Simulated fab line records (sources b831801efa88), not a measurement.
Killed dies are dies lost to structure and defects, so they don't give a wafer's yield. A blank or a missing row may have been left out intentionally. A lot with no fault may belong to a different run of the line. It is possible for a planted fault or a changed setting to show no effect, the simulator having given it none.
fab line records	flow sky130
record lots=5	wafers=15	lastDay=49
route steps=708 shown CONTACT@425 METAL1@434 PAD_OPEN@708
lots untouched by any fault: they come from a run of this same line in which no faults occurred
startH: start of the lot's first displayed wafer, in hours after the record's first day	waitH: hours elapsed since this lot's preceding step	" as in the row above	L1.1+2: a row that stands for several wafers	- either no value or no given start	* or withheld: withheld	< > ~ a bound
route shown NAME@n: NAME is a module with steps in the file, n the number in the route of the first one	usual: mean and standard deviation over wafers with no fault	same: alike in all rows	chamber/n: place in a boat	sites: the reading at each site	_std_site: standard deviation across them	_edge_site: the outer-site mean with the inner-site mean subtracted	radiusMm: for every site, how far away it sits from the centre of the wafer	mask NAME#n: copy n	behind: the last tool/chamber to shape the wafer	hold: what put the lot on hold/how long, in hours/how the hold closed	device: whichever transistor did not switch (one of n, p or np)	end of line: the tests these same wafers got at the end of their route	where a step has no rows: the recipe by itself	killed: dies that structure and defects cost at the first sort, which is not the same as the wafer's yield	map: the dies of a wafer, with x for killed, . for not killed, _ for no die there
set.NAME: the setting the step ran with; set.NAME@STEP: the setting that earlier step ran with	model.NAME: the simulator's own value behind a step, which no gauge read
lots at some steps of the route; a table a step, a row a wafer
services: from which hour (startH, from the record's first day; less than 0 if before it) a tool's chamber was out of use, for how many hours, and why
## steps
# step SKY_CONTACT_STRIP_19
# recipe chemistry=O2/N2	powerW=1400	pressureMtorr=1500	platenTempC=withheld	o2FlowSccm=3000	n2FlowSccm=300	overashFraction=0.5
# step SKY_CONTACT_STRIP_20
# recipe chemistry=postEtchResidueRemover	timeS=1200	tempC=72.5
# step SKY_CONTACT_CLEAN_21
# recipe chemistry=IPA	timeS=180	tempC=25
# step SKY_CONTACT_CLEAN_22
# recipe chemistry=O3/DIW	dry=n2Spin
# step SKY_CONTACT_SPUTTER_23
# recipe material=TiN	targetThkNm=20	chamberPressurePa=5	powerW=4000	timeS=80
# usual throttleValvePct=29.8/1.3
lot.wafer	tool	chamber	startH	waitH	throttleValvePct
L299.2	pvdSputter-02	-	764.00	0.0	29.4
L299.3	"	-	"	"	29.7
L299.4	"	-	"	"	29.2
L300.1	pvdSputter-04	-	780.02	0.0	30.1
L300.5	"	-	"	"	30.0
L300.6	"	-	"	"	30.5
L306.1	pvdSputter-03	-	821.11	0.0	29.5
L306.2	"	-	"	"	32.8
L306.3	"	-	"	"	30.5
L308.2	pvdSputter-03	-	824.12	0.0	30.6
L308.4	"	-	"	"	29.5
L308.5	"	-	"	"	32.2
L315.1	pvdSputter-03	-	879.63	0.0	32.4
L315.2	"	-	"	"	30.7
L315.5	"	-	"	"	30.9
# step SKY_CONTACT_CVD_24
# recipe material=W	targetThkNm=340	timeS=102.12	tempC=400	pressureTorr=40
# step SKY_CONTACT_RS_MEAS_25
# recipe thkMeasGauge=four-point-probe	reads=W_of_CONTACT_CVD_24+TiN_of_CONTACT_SPUTTER_23
# usual CONTACT_W_RS=0.3373/0.0025
lot.wafer	tool	chamber	startH	waitH	CONTACT_W_RS[ohm/sq]
L299.2	filmMetro-01	-	764.19	0.1	0.3359
L299.3	"	-	"	"	0.3373
L299.4	"	-	"	"	0.3390
L300.1	filmMetro-01	-	780.19	0.1	0.3377
L300.5	"	-	"	"	0.3389
L300.6	"	-	"	"	0.3371
L306.1	filmMetro-04	-	821.28	0.1	0.3360
L306.2	"	-	"	"	0.3372
L306.3	"	-	"	"	0.3397
L308.2	filmMetro-01	-	824.31	0.1	0.3324
L308.4	"	-	"	"	0.3350
L308.5	"	-	"	"	0.3364
L315.1	filmMetro-03	-	879.80	0.1	0.3391
L315.2	"	-	"	"	0.3402
L315.5	"	-	"	"	0.3406
# step SKY_CONTACT_THK_MEAS_26
# recipe thkMeasGauge=xrf	reads=W_of_CONTACT_CVD_24
# usual CONTACT_W_THK=345/3.8
lot.wafer	tool	chamber	startH	waitH	CONTACT_W_THK[nm]
L299.2	filmMetro-01	-	764.30	0.1	349
L299.3	"	-	"	"	345
L299.4	"	-	"	"	345
L300.1	filmMetro-01	-	780.31	0.1	342
L300.5	"	-	"	"	341
L300.6	"	-	"	"	344
L306.1	filmMetro-04	-	821.40	0.1	340
L306.2	"	-	"	"	340
L306.3	"	-	"	"	336
L308.2	filmMetro-01	-	824.42	0.1	352
L308.4	"	-	"	"	352
L308.5	"	-	"	"	349
L315.1	filmMetro-03	-	879.92	0.1	343
L315.2	"	-	"	"	342
L315.5	"	-	"	"	341
# step SKY_CONTACT_CMP_27
# recipe stopOn=SiO2	tOverpolishS=15	downForcePsi=3.5	platenRpm=60	targetThkNm=0	padVelocityMS=0.94248
# usual motorCurrentA=11.3/0.97	overpolishRunS=15.000/0.01	timeToEndpointS=84/3.9
lot.wafer	tool	chamber	startH	waitH	motorCurrentA	overpolishRunS	timeToEndpointS
L299.2	cmp-01	3	764.40	0.1	10.3	15.005	80
L299.3	"	0	"	"	11.2	14.999	85
L299.4	"	1	"	"	12.1	14.997	81
L300.1	cmp-02	1	780.45	0.1	11.0	14.998	83
L300.5	"	0	"	"	9.8	15.002	77
L300.6	"	1	"	"	11.3	14.991	82
L306.3	cmp-01	1	821.46	0.0	12.1	14.999	88
L306.2	"	2	"	"	12.9	15.001	87
L306.1	"	0	"	"	10.8	15.031	93
L308.2	cmp-01	3	824.47	0.0	10.5	15.006	81
L308.4	"	0	"	"	10.9	14.988	89
L308.5	"	0	"	"	11.0	14.999	82
L315.2	cmp-02	1	880.08	0.1	11.8	15.005	81
L315.1	"	2	"	"	10.3	14.999	84
L315.5	"	0	"	"	10.4	14.982	78
# step SKY_METAL1_SPUTTER_00
# recipe material=Ti	targetThkNm=15	powerW=3000	timeS=10	chamberPressurePa=0.4
# usual throttleValvePct=30.4/1.5
lot.wafer	tool	chamber	startH	waitH	throttleValvePct
L299.2	pvdSputter-01	-	764.65	0.2	30.4
L299.3	"	-	"	"	30.5
L299.4	"	-	"	"	32.9
L300.1	pvdSputter-02	-	780.70	0.2	29.4
L300.5	"	-	"	"	29.6
L300.6	"	-	"	"	29.8
L306.1	pvdSputter-03	-	821.76	0.1	32.7
L306.2	"	-	"	"	29.5
L306.3	"	-	"	"	30.5
L308.2	pvdSputter-01	-	824.77	0.2	30.3
L308.4	"	-	"	"	30.6
L308.5	"	-	"	"	33.0
L315.1	pvdSputter-03	-	880.28	0.1	32.4
L315.2	"	-	"	"	29.8
L315.5	"	-	"	"	32.1
# step SKY_METAL1_SPUTTER_01
# recipe material=TiN	targetThkNm=20	powerW=6500	timeS=16.7	chamberPressurePa=0.4
# step SKY_METAL1_SPUTTER_02
# recipe material=AlCu	targetThkNm=250	powerW=10600	timeS=13.3	chamberPressurePa=0.4
# usual throttleValvePct=30.4/1.5
lot.wafer	tool	chamber	startH	waitH	throttleValvePct
L299.2	pvdSputter-01	-	764.70	0.0	30.4
L299.3	"	-	"	"	30.7
L299.4	"	-	"	"	33.1
L300.1	pvdSputter-02	-	780.75	0.0	29.1
L300.5	"	-	"	"	29.7
L300.6	"	-	"	"	29.3
L306.1	pvdSputter-03	-	821.81	0.0	33.1
L306.2	"	-	"	"	29.3
L306.3	"	-	"	"	30.4
L308.2	pvdSputter-01	-	824.81	0.0	30.1
L308.4	"	-	"	"	30.4
L308.5	"	-	"	"	32.9
L315.1	pvdSputter-03	-	880.33	0.0	32.5
L315.2	"	-	"	"	29.3
L315.5	"	-	"	"	32.3
# step SKY_METAL1_SPUTTER_03
# recipe material=Ti	targetThkNm=5	powerW=3000	timeS=3.3	chamberPressurePa=0.4
# usual throttleValvePct=30.4/1.5
lot.wafer	tool	chamber	startH	waitH	throttleValvePct	model.Ti_of_METAL1_SPUTTER_03.thkNm
L299.2	pvdSputter-01	-	764.73	0.0	30.4	4.934
L299.3	"	-	"	"	30.5	4.948
L299.4	"	-	"	"	33.0	4.809
L300.1	pvdSputter-02	-	780.77	0.0	29.5	5.27
L300.5	"	-	"	"	29.6	5.314
L300.6	"	-	"	"	29.3	5.36
L306.1	pvdSputter-03	-	821.83	0.0	32.8	5.051
L306.2	"	-	"	"	29.5	4.816
L306.3	"	-	"	"	30.7	4.984
L308.2	pvdSputter-01	-	824.84	0.0	30.2	4.89
L308.4	"	-	"	"	30.2	4.935
L308.5	"	-	"	"	33.0	3.536
L315.1	pvdSputter-03	-	880.35	0.0	32.4	4.862
L315.2	"	-	"	"	29.7	4.668
L315.5	"	-	"	"	32.4	4.887
# step SKY_METAL1_SPUTTER_04
# recipe material=TiN	targetThkNm=70	powerW=6500	timeS=58.3	chamberPressurePa=0.4
# usual throttleValvePct=30.4/1.5
lot.wafer	tool	chamber	startH	waitH	throttleValvePct
L299.2	pvdSputter-01	-	764.74	0.0	30.3
L299.3	"	-	"	"	30.5
L299.4	"	-	"	"	33.1
L300.1	pvdSputter-02	-	780.79	0.0	29.4
L300.5	"	-	"	"	29.7
L300.6	"	-	"	"	29.4
L306.1	pvdSputter-03	-	821.85	0.0	33.1
L306.2	"	-	"	"	29.6
L306.3	"	-	"	"	30.5
L308.2	pvdSputter-01	-	824.86	0.0	30.3
L308.4	"	-	"	"	30.3
L308.5	"	-	"	"	32.9
L315.1	pvdSputter-03	-	880.37	0.0	32.4
L315.2	"	-	"	"	29.4
L315.5	"	-	"	"	32.4
# step SKY_PAD_OPEN_PROBE_99
# usual defectLimitedYield=82.6/1.8	killed_at_M0_to_M3=44/6.5	killed_at_M4_up=3.3/1.9	killedAtContacts=23/4.7	killedAtFrontEnd=15/4.5	killedAtOther=0.2/0.52	killedDies=86/8.9	killedOpen=47/6.8	killedShort=39/6.1	sort_bin_3_pad_short=0.8/0.44	sort_bin_5_function=10.3/1.4	sort_bin_6_memory=6.3/1.1	sortNPass=406/8.9	sortYieldPct=82.6/1.8
# same grossDies=492	killedAtBackSide=0	sort_bin_4_leakage[%]=0	sort_bin_8_speed[%]=0
lot.wafer	tool	chamber	startH	waitH	defectLimitedYield[%]	killed_at_M0_to_M3	killed_at_M4_up	killedAtContacts	killedAtFrontEnd	killedAtOther	killedDies	killedOpen	killedShort	sort_bin_3_pad_short[%]	sort_bin_5_function[%]	sort_bin_6_memory[%]	sortNPass	sortYieldPct[%]
L299.2	prober-02	-	1090.56	0.1	84.6	37	4	21	14	0	76	50	26	0.4	10.0	5.1	416	84.6
L299.3	prober-02	-	1090.61	0.2	83.1	44	4	26	9	0	83	49	34	0.4	10.0	6.5	409	83.1
L299.4	prober-02	-	1090.66	0.2	82.9	41	6	20	17	0	84	43	41	1.2	11.0	4.9	408	82.9
L300.1	prober-01	-	1106.91	0.1	79.9	50	3	25	20	1	99	58	41	1.2	10.2	8.7	393	79.9
L300.5	prober-01	-	1107.11	0.2	82.1	53	2	19	14	0	88	43	45	0.6	12.8	4.5	404	82.1
L300.6	prober-01	-	1107.16	0.2	80.5	45	2	30	18	1	96	51	45	0.8	9.8	8.9	396	80.5
L306.1	prober-02	-	1136.31	0.1	84.1	40	2	20	16	0	78	42	36	0.4	10.8	4.7	414	84.1
L306.2	prober-02	-	1136.36	0.1	82.5	45	4	20	15	2	86	47	39	1.0	10.4	6.1	406	82.5
L306.3	prober-02	-	1136.41	0.2	81.9	34	3	30	22	0	89	53	36	1.4	11.0	5.7	403	81.9
L308.2	prober-02	-	1139.19	0.1	77.6	58	4	27	21	0	110	63	47	0.6	14.6	7.1	382	77.6
L308.4	prober-02	-	1139.29	0.2	81.7	58	1	24	7	0	90	49	41	0.6	10.4	7.3	402	81.7
L308.5	prober-02	-	1139.34	0.2	80.1	55	0	27	16	0	98	57	41	1.2	12.6	6.1	394	80.1
L315.1	prober-02	-	1180.46	0.1	83.5	39	5	28	9	0	81	44	37	1.0	9.8	5.7	411	83.5
L315.2	prober-02	-	1180.51	0.1	81.7	43	4	28	15	0	90	52	38	0.6	10.8	6.9	402	81.7
L315.5	prober-02	-	1180.66	0.2	82.3	45	5	24	13	0	87	44	43	1.6	8.3	7.7	405	82.3
# killed by level:class
L299.2 VIA2:geometricParticle:open=12 CONTACT:geometricParticle:open=8 VIA1:geometricParticle:open=6 POLY_GATE:geometricParticle:short=5 LI_CONTACT:geometricParticle:open=5 METAL2:geometricParticle:short=4 POLY_GATE:geometricParticle:open=4 VIA3:geometricParticle:open=4
L299.3 CONTACT:geometricParticle:open=11 VIA3:geometricParticle:open=9 VIA1:geometricParticle:open=7 LI_CONTACT:geometricParticle:open=6 METAL1:geometricParticle:short=6 POLY_GATE:geometricParticle:short=5 VIA2:geometricParticle:open=5 CONTACT:geometricParticle:short=4
L299.4 VIA1:geometricParticle:open=12 CONTACT:geometricParticle:open=10 METAL4:geometricParticle:short=6 POLY_GATE:geometricParticle:short=5 CONTACT:geometricParticle:short=5 VIA1:geometricParticle:short=5 VIA2:geometricParticle:open=5 FIELD_ISO:geometricParticle:open=4
L300.1 CONTACT:geometricParticle:open=13 VIA1:geometricParticle:open=13 FIELD_ISO:geometricParticle:open=7 METAL2:geometricParticle:short=7 VIA3:geometricParticle:open=7 FIELD_ISO:geometricParticle:short=5 LI_CONTACT:geometricParticle:open=5 VIA2:geometricParticle:open=5
L300.5 VIA1:geometricParticle:open=11 CONTACT:geometricParticle:open=8 METAL1:geometricParticle:short=7 VIA2:geometricParticle:open=7 VIA3:geometricParticle:open=6 VIA3:geometricParticle:short=5 FIELD_ISO:geometricParticle:short=4 VIA2:geometricParticle:short=4
L300.6 CONTACT:geometricParticle:open=11 VIA1:geometricParticle:open=10 CONTACT:geometricParticle:short=7 VIA3:geometricParticle:open=7 METAL2:geometricParticle:short=6 FIELD_ISO:geometricParticle:short=5 LI_CONTACT:geometricParticle:open=5 POLY_GATE:geometricParticle:short=4
L306.1 FIELD_ISO:geometricParticle:open=9 VIA1:geometricParticle:open=9 CONTACT:geometricParticle:open=6 METAL1:geometricParticle:short=6 LOCAL_INTERCONNECT:geometricParticle:short=5 VIA1:geometricParticle:short=5 LI_CONTACT:geometricParticle:open=4 VIA2:geometricParticle:open=4
L306.2 VIA1:geometricParticle:open=11 VIA3:geometricParticle:open=10 CONTACT:geometricParticle:short=6 CONTACT:geometricParticle:open=6 FIELD_ISO:geometricParticle:short=5 LI_CONTACT:geometricParticle:open=5 METAL1:geometricParticle:short=5 VIA2:geometricParticle:open=4
L306.3 VIA1:geometricParticle:open=12 LI_CONTACT:geometricParticle:open=11 CONTACT:geometricParticle:open=9 SPACER:geometricParticle:open=5 LOCAL_INTERCONNECT:geometricParticle:short=5 FIELD_ISO:geometricParticle:short=4 POLY_GATE:geometricParticle:short=4 POLY_GATE:geometricParticle:open=4
L308.2 VIA2:geometricParticle:open=12 VIA1:geometricParticle:open=11 VIA3:geometricParticle:open=9 CONTACT:geometricParticle:open=8 LI_CONTACT:geometricParticle:open=7 POLY_GATE:geometricParticle:open=6 CONTACT:geometricParticle:short=6 METAL1:geometricParticle:short=6
L308.4 VIA2:geometricParticle:open=12 VIA1:geometricParticle:open=11 CONTACT:geometricParticle:open=9 METAL2:geometricParticle:short=9 VIA3:geometricParticle:open=6 VIA3:geometricParticle:short=6 LI_CONTACT:geometricParticle:open=5 CONTACT:geometricParticle:short=4
L308.5 VIA1:geometricParticle:open=15 LI_CONTACT:geometricParticle:open=12 METAL2:geometricParticle:short=9 VIA2:geometricParticle:open=9 VIA3:geometricParticle:open=7 CONTACT:geometricParticle:short=6 FIELD_ISO:geometricParticle:short=5 METAL1:geometricParticle:short=5
L315.1 CONTACT:geometricParticle:open=10 VIA3:geometricParticle:open=9 CONTACT:geometricParticle:short=9 VIA1:geometricParticle:short=7 VIA1:geometricParticle:open=5 POLY_GATE:geometricParticle:open=4 LI_CONTACT:geometricParticle:open=4 VIA2:geometricParticle:open=4
L315.2 VIA1:geometricParticle:open=12 LI_CONTACT:geometricParticle:open=11 CONTACT:geometricParticle:open=7 VIA2:geometricParticle:open=7 VIA1:geometricParticle:short=6 LOCAL_INTERCONNECT:geometricParticle:short=5 VIA3:geometricParticle:open=5 POLY_GATE:geometricParticle:short=4
L315.5 VIA1:geometricParticle:open=10 CONTACT:geometricParticle:open=8 VIA3:geometricParticle:open=6 LOCAL_INTERCONNECT:geometricParticle:short=5 METAL3:geometricParticle:short=5 VIA1:geometricParticle:short=5 METAL2:geometricParticle:short=5 METAL4:geometricParticle:short=4
## services
tool	chamber	startH	hours	kind
cmp-01	-	744.03	4.0	pm
pvdSputter-02	-	746.48	1.5	repair
cmp-01	-	748.03	-	consumableReplace:conditioner
cmp-01	-	748.03	-	consumableReplace:pad
pvdSputter-01	-	748.54	4.8	repair
pvdSputter-01	-	752.33	1.5	repair
cmp-01	-	773.75	3.8	repair
pvdSputter-03	-	776.29	1.1	repair
cmp-01	-	781.43	2.1	repair
cmp-01	-	782.40	1.8	repair
pvdSputter-02	3	788.30	-	consumableReplace:kit
pvdSputter-02	3	788.30	18.0	scheduledDown
pvdSputter-02	3	788.30	18.0	ventCycle
cmp-02	-	789.24	4.1	repair
pvdSputter-03	-	801.65	2.0	repair
pvdSputter-04	-	817.15	10.1	repair
cmp-02	-	817.69	2.8	repair
cmp-02	-	826.24	1.8	repair
pvdSputter-03	0	862.66	-	consumableReplace:kit
pvdSputter-03	0	862.66	18.0	scheduledDown
pvdSputter-03	0	862.66	18.0	ventCycle
cmp-01	-	863.44	1.2	repair
pvdSputter-01	-	874.42	11.0	repair
pvdSputter-02	-	876.05	0.7	repair
## key
firstSign none at tools or gauges
modelEffect step=SKY_METAL1_SPUTTER_03	value=Ti_of_METAL1_SPUTTER_03.thkNm	without=4.852	struck=3.536
metAt SKY_METAL1_SPUTTER_03
struckWafers L308.5
onsetBetween 764.73 824.84
fault kind=processParameterDrift	tool=pvdSputter-01	chamber=-	onsetH=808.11	steps=SKY_METAL1_SPUTTER_03	channel=targetThkNm	offset=-1.3161	shape=step	endH=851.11	actsIn=theseRecipesOnly	stated=5	scope=struckWafersOnly
